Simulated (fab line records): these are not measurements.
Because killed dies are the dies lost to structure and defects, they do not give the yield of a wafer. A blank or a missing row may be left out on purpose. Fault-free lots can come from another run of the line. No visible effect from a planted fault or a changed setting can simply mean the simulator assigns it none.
Struck lot and sound lot, side by side + flow sky130 + 17 steps out of a route of 708
Sound: these wafers, L634.1, L634.2, L634.3. Wafers struck: L642.2, L642.3, L642.5. Last of all comes the cause.
Each step with rows lists, per side, the tool, then ch with its chambers, then its first start. Under that, the readings that differ: sound wafers + struck wafers + difference of the means + sigmas: that difference in standard deviations of wafers without a fault.
alike: readings with means less than 2 such deviations apart, plus words and numbers identical on both sides. not compared: withheld readings, readings lacking a value on some wafer, bounds such as >300 that could conceal the same value, and numbers that have no deviation in the record and whose values overlap.
The two part at a step that has a row with sigmas, a row that says differs or no value, or rows on one side only. Non-overlapping numbers with no deviation appear without sigmas and do not part them. Lack of a reading on every wafer of one side parts them only where that side has two or more wafers.

first, 1 step without rows for these wafers: SKY_LDD_N_IMPLANT_15.
SKY_LDD_N_STRIP_16: strips in O2/N2.
  sound on plasma asher-03 ch 0,1, day 19 15:11; struck on plasma asher-04 ch 0,1, day 22 09:14
  alike: drypump motor current A, oes product au, strip time to endpoint s
  not compared: rf hours counter h
SKY_LDD_N_TW_MEAS_17:
  struck on film metro-02, day 22 09:21; sound on film metro-02, day 19 15:17
  alike: LDD_N_TW
then, 7 steps without rows for these wafers: SKY_LDD_P_DEHYDRATE_00 (time 60 s); SKY_LDD_P_HMDS_01 (prime time 60 s); SKY_LDD_P_COAT_02 (resist thk 1140 nm); SKY_LDD_P_SOFTBAKE_03 (time 60 s); SKY_LDD_P_EXPOSE_04 (exposes mask PSDM, target cd 380 nm); SKY_LDD_P_PEB_05; SKY_LDD_P_DEVELOP_06 (develop time 60 s).
SKY_LDD_P_CD_MEAS_07: the cd target is 380 nm.
  struck on cd sem-02, day 23 16:39; sound on cd sem-01, day 20 22:56
  alike: cd nm
SKY_LDD_P_OVL_MEAS_08:
  struck on overlay-02, day 23 16:46; sound on overlay-01, day 20 23:03
  alike: LDD_P_OVL
SKY_LDD_P_IMPLANT_09:
  sound on implanter-01 ch 0, day 20 23:05; struck on implanter-03 ch 0, day 23 16:49
| reading                   | sound             | struck            | difference | sigmas |
|---------------------------|-------------------|-------------------|------------|--------|
| implant ion amu           | 49 49 49          | 75 75 75          | +26        |        |
| model.implant.drp nm (nm) | 11.41 11.41 11.41 | 8.431 8.431 8.431 | -2.979     |        |
| model.implant.rp nm (nm)  | 20.37 20.37 20.37 | 18.62 18.62 18.62 | -1.75      |        |
  alike: beam energy keV
SKY_LDD_P_STRIP_10: strips in O2/N2.
  sound on plasma asher-02 ch 0,1, day 20 23:14; struck on plasma asher-02 ch 0,1, day 23 16:56
| reading                      | sound             | struck            | difference | sigmas |
|------------------------------|-------------------|-------------------|------------|--------|
| strip time to endpoint s (s) | 14.11 14.11 14.09 | 14.20 14.20 14.24 | +0.11      | +2     |
  alike: drypump motor current A, oes product au
  not compared: rf hours counter h
SKY_LDD_P_TW_MEAS_11:
  struck on film metro-02, day 23 17:03; sound on film metro-03, day 20 23:20
| reading  | sound       | struck         | difference | sigmas |
|----------|-------------|----------------|------------|--------|
| LDD_P_TW | 646 644 644 | 1039 1039 1038 | +394       | +86    |
then, 1 step without rows for these wafers: SKY_LDD_HVN_DEHYDRATE_00 (time 60 s).
-- the record jumps here: 26 days lie between the struck wafers' starts before and after (it left off in module LDD_HVN and takes up again in module PAD_OPEN, whose first step shown is number 708 of the route) --
SKY_PAD_OPEN_PROBE_99:
  struck on prober-01, day 49 05:34; sound on prober-01, day 47 07:10
| reading                                 | sound             | struck            | difference | sigmas |
|-----------------------------------------|-------------------|-------------------|------------|--------|
| model.etest.pfet_01v8.r on ohm um       | 2938 2908 2988    | 4015 3997 4267    | +1148      |        |
| model.etest.pfet g5v0d10v5.r on ohm um  | 4691 4590 4692    | 4916 4899 4922    | +255       |        |
| model.etest.pfet_01v8.drive ua um       | 189.7 194.6 188.2 | 135.7 136.7 127.3 | -57.6      |        |
| model.etest.sram pfet latch.drive ua um | 143.1 146.9 144.5 | 98.81 99.18 91.94 | -48.19     |        |
| model.etest.pfet_01v8_hvt.drive ua um   | 140.5 143.9 140.3 | 99.82 99.69 92.47 | -44.24     |        |
| model.etest.pfet_01v8_mvt.drive ua um   | 150.6 154.6 150.5 | 126.3 127 121.6   | -26.9      |        |
| model.etest.pfet_01v8_lvt.drive ua um   | 169.7 172.6 169.3 | 153.8 155.6 152.3 | -16.6      |        |
| model.etest.pfet g5v0d10v5.drive ua um  | 346 361.4 349     | 335 335.2 335.6   | -17        |        |

== WHERE THEY PART ==
First at SKY_LDD_P_STRIP_10; last, within this record, at SKY_LDD_P_TW_MEAS_11.

WHY: whatever the simulator had introduced
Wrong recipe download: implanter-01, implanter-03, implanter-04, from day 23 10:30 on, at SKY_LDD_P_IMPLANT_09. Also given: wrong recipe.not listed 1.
